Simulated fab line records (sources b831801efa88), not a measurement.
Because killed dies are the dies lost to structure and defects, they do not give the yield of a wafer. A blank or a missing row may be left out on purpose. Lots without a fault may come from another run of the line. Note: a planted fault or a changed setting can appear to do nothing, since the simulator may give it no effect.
fab line records	flow gf180mcu
[record] lots = 7	wafers = 21	last_day = 34
route steps=602 shown MIM@510 PASSIVATION@602
lots with no fault: from the same line, run without faults
start_h: start of the lot's first displayed wafer, in hours after the record's first day	wait_h: hours since the lot's step before	" unchanged from the row above	L1.1+2: several wafers, shown together as one row	- no value, or no start was given	* or withheld: withheld	< > ~ a bound
route shown NAME@n: a module of which the file shows steps, and the number in the route of the first	usual: average and standard deviation across the fault-free wafers	same: alike in all rows	chamber/n: place in a boat	sites: per-site readings	_std_site: their standard deviation	_edge_site: the outer-site mean with the inner-site mean subtracted	radius_mm: for every site, how far away it sits from the centre of the wafer	mask NAME#n: copy n	behind: the tool/chamber that last shaped the wafer	hold: what put the lot on hold/how long, in hours/how the hold closed	device: the n, p or np transistor that did not switch	end of line: the route-end tests of the same wafers	a step given without rows: its recipe and nothing more	killed: dies that structure and defects cost at the first sort, which is not the same as the wafer's yield	map: a wafer's dies, x killed, . not, _ none there
set.NAME: setting as actually run; set.NAME@STEP: the setting as run at that earlier step	model.NAME: the simulator's own value behind a step, which no gauge read
lots at selected steps of the route; one table per step, one row per wafer
services: a tool's chamber out of use, with start hour (start_h, from the record's first day; less than 0 if before it), hours out, and reason
[[steps]]
[step GF_MIM_SPUTTER_07]
[recipe] material = TiN	target_thk_nm = 60	power_w = 6500	time_s = 50	chamber_pressure_pa = 0.4
[usual] throttle_valve_pct = 30.5/1.3
lot.wafer	tool	chamber	start_h	wait_h	throttle_valve_pct
L852.1	pvd_sputter-02	-	575.79	0.1	32.4
L852.2	"	-	"	"	31.1
L852.4	"	-	"	"	30.9
L856.1	pvd_sputter-02	-	610.59	0.1	32.2
L856.4	"	-	"	"	29.1
L856.6	"	-	"	"	30.8
L857.1	pvd_sputter-04	-	615.12	0.1	32.0
L857.2	"	-	"	"	27.7
L857.5	"	-	"	"	30.8
L858.1	pvd_sputter-04	-	618.96	0.1	27.8
L858.5	"	-	"	"	27.6
L858.6	"	-	"	"	31.1
L868.1	pvd_sputter-02	-	694.92	0.1	31.1
L868.4	"	-	"	"	32.1
L868.6	"	-	"	"	31.4
L872.3	pvd_sputter-02	-	721.91	0.0	32.2
L872.4	"	-	"	"	28.9
L872.5	"	-	"	"	31.9
L874.3	pvd_sputter-01	-	732.12	0.0	30.9
L874.5	"	-	"	"	30.5
L874.6	"	-	"	"	29.5
[step GF_MIM_SPUTTER_08]
[recipe] material = AlCu	target_thk_nm = 200	power_w = 10600	time_s = 10.6	chamber_pressure_pa = 0.4
[usual] throttle_valve_pct = 30.6/1.3
lot.wafer	tool	chamber	start_h	wait_h	throttle_valve_pct
L852.1	pvd_sputter-02	-	575.84	0.0	32.2
L852.2	"	-	"	"	31.2
L852.4	"	-	"	"	30.9
L856.1	pvd_sputter-02	-	610.64	0.0	32.1
L856.4	"	-	"	"	28.8
L856.6	"	-	"	"	30.5
L857.1	pvd_sputter-04	-	615.16	0.0	32.1
L857.2	"	-	"	"	27.6
L857.5	"	-	"	"	31.2
L858.1	pvd_sputter-04	-	619.00	0.0	28.0
L858.5	"	-	"	"	27.9
L858.6	"	-	"	"	31.1
L868.1	pvd_sputter-02	-	694.97	0.0	31.5
L868.4	"	-	"	"	32.0
L868.6	"	-	"	"	31.5
L872.3	pvd_sputter-02	-	721.95	0.0	32.3
L872.4	"	-	"	"	29.3
L872.5	"	-	"	"	32.2
L874.3	pvd_sputter-01	-	732.17	0.0	30.9
L874.5	"	-	"	"	30.6
L874.6	"	-	"	"	29.3
[step GF_MIM_SPUTTER_09]
[recipe] material = TiN	target_thk_nm = 35	power_w = 6500	time_s = 29.2	chamber_pressure_pa = 0.4
[usual] throttle_valve_pct = 30.5/1.3
lot.wafer	tool	chamber	start_h	wait_h	throttle_valve_pct
L852.1	pvd_sputter-02	-	575.86	0.0	32.3
L852.2	"	-	"	"	31.3
L852.4	"	-	"	"	30.6
L856.1	pvd_sputter-02	-	610.66	0.0	32.1
L856.4	"	-	"	"	29.1
L856.6	"	-	"	"	30.7
L857.1	pvd_sputter-04	-	615.19	0.0	32.1
L857.2	"	-	"	"	27.8
L857.5	"	-	"	"	31.0
L858.1	pvd_sputter-04	-	619.03	0.0	27.6
L858.5	"	-	"	"	27.7
L858.6	"	-	"	"	31.2
L868.1	pvd_sputter-02	-	694.99	0.0	31.3
L868.4	"	-	"	"	31.9
L868.6	"	-	"	"	31.2
L872.3	pvd_sputter-02	-	721.97	0.0	32.2
L872.4	"	-	"	"	29.3
L872.5	"	-	"	"	31.9
L874.3	pvd_sputter-01	-	732.19	0.0	30.7
L874.5	"	-	"	"	30.4
L874.6	"	-	"	"	29.7
[step GF_MIM_RS_MEAS_10]
[recipe] thk_meas_gauge = four-point-probe	reads = TiN_of_MIM_SPUTTER_09+AlCu_of_MIM_SPUTTER_08+TiN_of_MIM_SPUTTER_07
[usual] MIM_ALCU_RS = 0.1610/0.002
lot.wafer	tool	chamber	start_h	wait_h	MIM_ALCU_RS[ohm/sq]
L852.1	film_metro-04	-	575.89	0.0	0.1645
L852.2	"	-	"	"	0.1616
L852.4	"	-	"	"	0.1622
L856.1	film_metro-04	-	610.69	0.0	0.1609
L856.4	"	-	"	"	0.1614
L856.6	"	-	"	"	0.1627
L857.1	film_metro-04	-	615.22	0.0	0.1638
L857.2	"	-	"	"	0.1600
L857.5	"	-	"	"	0.1628
L858.1	film_metro-04	-	619.06	0.0	0.1593
L858.5	"	-	"	"	0.1595
L858.6	"	-	"	"	0.1614
L868.1	film_metro-02	-	695.02	0.0	0.1626
L868.4	"	-	"	"	0.1621
L868.6	"	-	"	"	0.1617
L872.3	film_metro-04	-	722.05	0.1	0.1619
L872.4	"	-	"	"	0.1593
L872.5	"	-	"	"	0.1612
L874.3	film_metro-02	-	732.26	0.1	0.1575
L874.5	"	-	"	"	0.1565
L874.6	"	-	"	"	0.1587
[step GF_MIM_THK_MEAS_11]
[recipe] thk_meas_gauge = xrf	reads = AlCu_of_MIM_SPUTTER_08
[usual] MIM_ALCU_THK = 199.0/2.6
lot.wafer	tool	chamber	start_h	wait_h	MIM_ALCU_THK[nm]
L852.1	film_metro-04	-	576.01	0.1	193.1
L852.2	"	-	"	"	197.3
L852.4	"	-	"	"	197.7
L856.1	film_metro-04	-	610.81	0.1	197.9
L856.4	"	-	"	"	198.4
L856.6	"	-	"	"	196.6
L857.1	film_metro-04	-	615.34	0.1	196.3
L857.2	"	-	"	"	200.2
L857.5	"	-	"	"	196.1
L858.1	film_metro-04	-	619.18	0.1	199.8
L858.5	"	-	"	"	199.9
L858.6	"	-	"	"	199.0
L868.1	film_metro-02	-	695.14	0.1	197.0
L868.4	"	-	"	"	197.3
L868.6	"	-	"	"	199.3
L872.3	film_metro-04	-	722.15	0.1	198.6
L872.4	"	-	"	"	201.8
L872.5	"	-	"	"	199.0
L874.3	film_metro-02	-	732.36	0.1	203.1
L874.5	"	-	"	"	204.9
L874.6	"	-	"	"	201.7
[step GF_MIM_DEHYDRATE_12]
[recipe] temp_c = 200	time_s = 60
[step GF_MIM_HMDS_13]
[recipe] prime_time_s = 60	prime_temp_c = 120
[step GF_MIM_COAT_14]
[recipe] resist = NOVOLAK	spin_rpm = 3000	resist_thk_nm = 1000
[step GF_MIM_SOFTBAKE_15]
[recipe] temp_c = 90	time_s = 60	resist = NOVOLAK
[step GF_MIM_EXPOSE_16]
[recipe] mask_id = FuseTop	target_cd_nm = 2000	na = 0.6	source_shape = conventional	sigma_outer = 0.6	dose_mj = 140
[step GF_MIM_PEB_17]
[recipe] temp_c = withheld	time_s = *	resist = NOVOLAK
[step GF_MIM_DEVELOP_18]
[recipe] develop_time_s = 60	dev_temp_c = 23
[step GF_MIM_METAL_ETCH_19]
[recipe] chemistry = Cl2/BCl3	mask_material = NOVOLAK	stop_on = Si3N4	target_depth_nm = 324.5	pressure_mtorr = 8	icp_w = 800	bias_w = 140	Cl2_flow_sccm = 80	bcl3_flow_sccm = 40	time_s = 54.1
[usual] drypump_motor_current_A = 5.6/0.44	he_backside_leak_sccm = 3.43/0.26	mfc_cl2_sccm = 79.98/0.22	oes_product_au = 0.939/0.0064	throttle_valve_pct = 28.286/0.011
lot.wafer	tool	chamber	start_h	wait_h	drypump_motor_current_A	he_backside_leak_sccm	mfc_cl2_sccm	oes_product_au	rf_hours_counter_h	throttle_valve_pct	model.NOVOLAK_of_MIM_COAT_14.thk_nm	model.etch.depth_nm	model.MIM.feature_depth_nm
L852.1	rie_metal-02	1	597.52	0.1	5.4	3.37	79.94	0.929	3	28.299	872.5	291.1	291.1
L852.2	"	1	"	"	5.5	3.30	79.86	0.945	-	28.290	870.1	293	293
L852.4	"	1	"	"	5.4	3.48	79.92	0.942	-	28.271	871.9	293.8	293.8
L856.1	rie_metal-02	0	631.43	0.1	5.2	3.31	80.09	0.905	0	28.330	883.7	278.8	278.8
L856.4	"	0	"	"	5.2	3.36	80.05	0.901	-	28.325	889	276.9	276.9
L856.6	"	0	"	"	5.2	3.29	80.16	0.911	-	28.338	885.1	277	277
L857.1	rie_metal-02	1	635.02	0.1	5.4	3.51	80.00	0.898	5	28.344	897.5	267.4	267.4
L857.2	"	0	"	"	5.2	3.42	80.02	0.912	0	28.307	893.1	277.3	277.3
L857.5	"	1	"	"	5.4	3.51	79.73	0.891	-	28.343	897.4	267.1	267.1
L858.1	rie_metal-02	1	639.32	0.1	5.4	3.15	80.07	0.906	5	28.326	892.7	273.3	273.3
L858.5	"	1	"	"	5.4	3.35	80.00	0.892	-	28.338	894.1	271.5	271.5
L858.6	"	0	"	"	5.2	3.43	79.57	0.912	-	28.297	893.4	280.1	280.1
L868.1	rie_metal-03	1	713.48	0.1	6.1	3.73	80.25	0.930	11	28.267	864.6	291.4	291.4
L868.4	"	1	"	"	6.1	3.66	80.37	0.938	-	28.287	867.2	292.4	292.4
L868.6	"	0	"	"	6.3	3.52	79.97	0.946	-	28.290	867.9	292.6	292.6
L872.3	rie_metal-04	1	739.15	0.1	5.1	3.60	79.95	0.933	-	28.294	867.8	293.2	293.2
L872.4	"	0	"	"	6.2	3.12	79.98	0.938	-	28.290	864.9	294.5	294.5
L872.5	"	1	"	"	5.1	3.54	80.28	0.934	-	28.290	866.7	293.4	293.4
L874.3	rie_metal-02	1	749.45	0.1	5.5	3.31	80.35	0.944	-	28.285	870.2	297.3	297.3
L874.5	"	0	"	"	5.2	3.37	80.09	0.952	-	28.296	866.9	299.1	299.1
L874.6	"	1	"	"	5.5	3.35	80.06	0.949	-	28.284	868.4	297.2	297.2
[step GF_MIM_STRIP_20]
[recipe] chemistry = O2/N2	power_w = 1400	pressure_mtorr = 1500	platen_temp_c = 250	o2_flow_sccm = 3000	n2_flow_sccm = 300	overash_fraction = 0.5
[usual] drypump_motor_current_A = 5.6/0.41	heater_power_w = 308/22	oes_product_au = 0.692/0.0049	strip_time_to_endpoint_s = 11.23/0.04
lot.wafer	tool	chamber	start_h	wait_h	drypump_motor_current_A	heater_power_w	oes_product_au	rf_hours_counter_h	strip_time_to_endpoint_s
L852.1	plasma_asher-02	0	597.66	0.1	5.0	285	0.697	53	11.25
L852.2	"	1	"	"	5.3	294	0.683	53	11.22
L852.4	"	0	"	"	5.1	289	0.692	-	11.25
L856.1	plasma_asher-02	0	631.50	0.0	5.0	288	0.692	57	11.38
L856.4	"	0	"	"	5.1	287	0.701	-	11.44
L856.6	"	1	"	"	5.3	302	0.696	-	11.38
L857.1	plasma_asher-02	0	635.09	0.0	5.1	289	0.707	58	11.53
L857.2	"	1	"	"	5.3	300	0.712	58	11.51
L857.5	"	1	"	"	5.3	295	0.711	-	11.54
L858.1	plasma_asher-01	1	639.39	0.0	6.2	339	0.703	90	11.48
L858.5	"	0	"	"	6.1	294	0.708	-	11.51
L858.6	"	1	"	"	6.2	329	0.703	-	11.50
L868.1	plasma_asher-04	0	713.55	0.0	5.8	364	0.691	33	11.18
L868.4	"	0	"	"	5.8	345	0.692	-	11.20
L868.6	"	1	"	"	5.7	310	0.693	-	11.20
L872.3	plasma_asher-02	0	739.23	0.1	5.1	293	0.691	-	11.20
L872.4	"	1	"	"	5.3	291	0.682	-	11.15
L872.5	"	1	"	"	5.3	296	0.692	-	11.18
L874.3	plasma_asher-04	1	749.53	0.1	5.7	303	0.688	-	11.23
L874.5	"	1	"	"	5.7	306	0.697	-	11.19
L874.6	"	0	"	"	5.8	345	0.694	-	11.20
[step GF_MIM_STRIP_21]
[recipe] chemistry = post_etch_residue_remover	time_s = 1200	temp_c = 72.5
[step GF_PASSIVATION_PROBE_99]
lot.wafer	tool	chamber	start_h	wait_h	model.etest.met5.line_ohm_um	model.etest.via5_chain.rc_ohm	model.etest.met5.rs_ohm_sq	model.etest.met5.rs_ohm_sq_rim_less_centre	model.etest.contact_diode_array.under_floor	model.etest.pplus_sal_6v.open	model.etest.via2_chain.open	model.etest.nldd_6p0.open
L852.1	prober-02	-	685.68	0.1	0.2513	6.872	0.07164	-0.0006127	0	0	0	0
L852.2	prober-02	-	685.73	0.1	0.2597	7.223	0.07198	-0.0005405	0	0	0	0
L852.4	prober-02	-	685.83	0.2	0.2551	6.982	0.07221	7.6e-05	0	0	0	0
L856.1	prober-02	-	716.08	0.1	269.8	200.9	75.35	27.2	1	1	1	1
L856.4	prober-02	-	716.23	0.2	266.4	202.4	75.7	15.09	1	1	1	1
L856.6	prober-02	-	716.33	0.2	279.2	205.1	78.08	8.546	1	1	1	1
L857.1	prober-01	-	718.78	0.1	189.3	139.1	52.32	0.3018	1	1	1	1
L857.2	prober-01	-	718.83	0.1	257.5	185.4	71.02	4.869	1	1	1	1
L857.5	prober-01	-	718.98	0.2	176.1	126.8	49.4	11.92	1	1	1	1
L858.1	prober-02	-	722.54	0.1	189.6	143.4	52.88	6.112	1	1	1	1
L858.5	prober-02	-	722.74	0.2	172.4	126.8	48.51	1.996	1	1	1	1
L858.6	prober-02	-	722.79	0.2	302.7	223.6	85.84	-3.386	1	1	1	1
L868.1	prober-02	-	787.79	0.1	0.2538	6.86	0.07165	0.0003814	0	0	0	0
L868.4	prober-02	-	787.94	0.2	0.2563	7.041	0.07183	0.000804	0	0	0	0
L868.6	prober-02	-	788.04	0.2	0.2476	6.89	0.07045	-0.0007917	0	0	0	0
L872.3	prober-02	-	807.38	0.2	0.2552	7.085	0.07125	-0.0001785	0	0	0	0
L872.4	prober-02	-	807.43	0.2	0.25	7.258	0.07045	-0.0001251	0	0	0	0
L872.5	prober-02	-	807.48	0.2	0.253	7.266	0.07152	-0.0006369	0	0	0	0
L874.3	prober-02	-	817.78	0.2	0.2547	6.831	0.07282	0.00155	0	0	0	0
L874.5	prober-02	-	817.88	0.2	0.2536	6.867	0.07161	0.0006261	0	0	0	0
L874.6	prober-02	-	817.93	0.2	0.249	6.761	0.07128	0.0006367	0	0	0	0
// killed by level:class
L852.1 V1:geometric_particle:open=7 STI:geometric_particle:short=5 CONTACT:geometric_particle:open=5 M3:geometric_particle:short=4 M4:geometric_particle:short=3 V2:geometric_particle:open=3 V2:geometric_particle:short=3 V4:geometric_particle:open=3
L852.2 V1:geometric_particle:open=6 CONTACT:geometric_particle:open=4 STI:geometric_particle:short=3 CONTACT:geometric_particle:short=3 M1:geometric_particle:short=3 V3:geometric_particle:open=3 STI:geometric_particle:open=2 TOP_METAL:geometric_particle:short=2
L852.4 CONTACT:geometric_particle:open=6 V1:geometric_particle:open=4 M4:geometric_particle:short=4 STI:geometric_particle:short=3 STI:geometric_particle:open=3 V2:geometric_particle:short=3 V2:geometric_particle:open=3 V3:geometric_particle:open=3
L868.1 V4:geometric_particle:open=8 CONTACT:geometric_particle:open=6 V5:geometric_particle:open=4 V1:geometric_particle:open=3 V3:geometric_particle:open=3 STI:geometric_particle:short=2 V2:geometric_particle:short=2 M3:geometric_particle:short=2
L868.4 M1:geometric_particle:short=5 V1:geometric_particle:open=4 V2:geometric_particle:short=4 STI:geometric_particle:open=3 V2:geometric_particle:open=3 M3:geometric_particle:short=3 V3:geometric_particle:short=3 V4:geometric_particle:short=3
L868.6 V4:geometric_particle:open=7 V1:geometric_particle:open=6 V5:geometric_particle:open=5 STI:geometric_particle:short=4 M1:geometric_particle:short=3 V3:geometric_particle:open=3 CONTACT:geometric_particle:short=2 CONTACT:geometric_particle:open=2
L872.3 V1:geometric_particle:open=4 STI:geometric_particle:open=3 M1:geometric_particle:short=3 V2:geometric_particle:short=3 V3:geometric_particle:open=3 V2:geometric_particle:open=3 V3:geometric_particle:short=3 V4:geometric_particle:open=3
L872.4 CONTACT:geometric_particle:open=7 V4:geometric_particle:open=6 V3:geometric_particle:open=5 M1:geometric_particle:short=4 V5:geometric_particle:open=4 POLY_GATE:geometric_particle:short=3 M2:geometric_particle:short=3 V2:geometric_particle:short=3
L872.5 V1:geometric_particle:open=7 V5:geometric_particle:open=6 STI:geometric_particle:short=4 V2:geometric_particle:open=4 V2:geometric_particle:short=4 CONTACT:geometric_particle:short=3 V3:geometric_particle:short=3 V3:geometric_particle:open=3
L874.3 STI:geometric_particle:short=6 CONTACT:geometric_particle:open=5 V5:geometric_particle:short=5 STI:geometric_particle:open=4 V4:geometric_particle:open=4 V5:geometric_particle:open=4 V2:geometric_particle:open=3 M4:geometric_particle:short=3
L874.5 STI:geometric_particle:short=5 V1:geometric_particle:open=5 V2:geometric_particle:open=5 V5:geometric_particle:short=4 CONTACT:geometric_particle:open=4 V1:geometric_particle:short=4 V5:geometric_particle:open=4 STI:geometric_particle:open=2
L874.6 V3:geometric_particle:open=6 V1:geometric_particle:open=6 CONTACT:geometric_particle:open=5 V2:geometric_particle:open=4 V3:geometric_particle:short=4 V5:geometric_particle:open=3 STI:geometric_particle:short=2 STI:geometric_particle:open=2
[[services]]
tool	chamber	start_h	hours	kind
plasma_asher-04	-	569.61	1.5	repair
rie_metal-03	0	571.83	8.2	repair
pvd_sputter-01	2	581.52	-	consumable_replace:kit
pvd_sputter-01	2	581.52	18.0	scheduled_down
rie_metal-02	0	582.86	-	clean
rie_metal-02	0	582.86	35.9	scheduled_down
rie_metal-02	0	582.86	35.9	vent_cycle
rie_metal-04	-	588.70	14.6	pm
rie_metal-03	-	590.26	9.0	repair
plasma_asher-04	-	626.89	0.6	repair
pvd_sputter-02	3	630.62	-	consumable_replace:kit
pvd_sputter-02	3	630.62	18.0	scheduled_down
pvd_sputter-02	3	630.62	18.0	vent_cycle
plasma_asher-01	-	640.26	3.1	repair
rie_metal-02	0	647.45	14.7	repair
plasma_asher-04	-	680.67	1.3	repair
pvd_sputter-04	1	691.55	-	consumable_replace:kit
pvd_sputter-04	1	691.55	18.0	scheduled_down
pvd_sputter-04	1	691.55	18.0	vent_cycle
pvd_sputter-04	-	695.28	1.6	repair
pvd_sputter-02	2	723.75	-	consumable_replace:kit
pvd_sputter-02	2	723.75	18.0	scheduled_down
pvd_sputter-02	2	723.75	18.0	vent_cycle
pvd_sputter-01	-	745.49	12.5	repair
[[key]]
[first_sign] step = GF_MIM_METAL_ETCH_19	reading = oes_product_au	direction = down	sigmas = 5.7	usual = 0.939	struck = 0.903
[effect] step = GF_MIM_METAL_ETCH_19	reading = throttle_valve_pct	direction = up	sigmas = 3.8	usual = 28.286	struck = 28.328
[effect] step = GF_MIM_STRIP_20	reading = strip_time_to_endpoint_s	direction = up	sigmas = 6.2	usual = *	struck = *
[model_effect] step = GF_MIM_METAL_ETCH_19	value = NOVOLAK_of_MIM_COAT_14.thk_nm	without = 871.2	struck = 891.8
[model_effect] step = GF_PASSIVATION_PROBE_99	value = etest.met5.line_ohm_um	without = 0.2577	struck = 233.7
met_at GF_MIM_METAL_ETCH_19
struck_wafers L856.1,L856.4,L856.6,L857.1,L857.2,L857.5,L858.1,L858.5,L858.6
sort_left_out L856.1,L856.4,L856.6,L857.1,L857.2,L857.5,L858.1,L858.5,L858.6
onset_between 597.52 631.43
[fault] kind = process_parameter_drift	tool = rie_metal-02	chamber = -	onset_h = 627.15	steps = GF_MIM_METAL_ETCH_19	channel = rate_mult	offset = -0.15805	shape = step	end_h = 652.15
// sort_left_out: the simulated sort isn't trusted on such a fault, so these wafers' sort isn't shown, and their yield isn't known
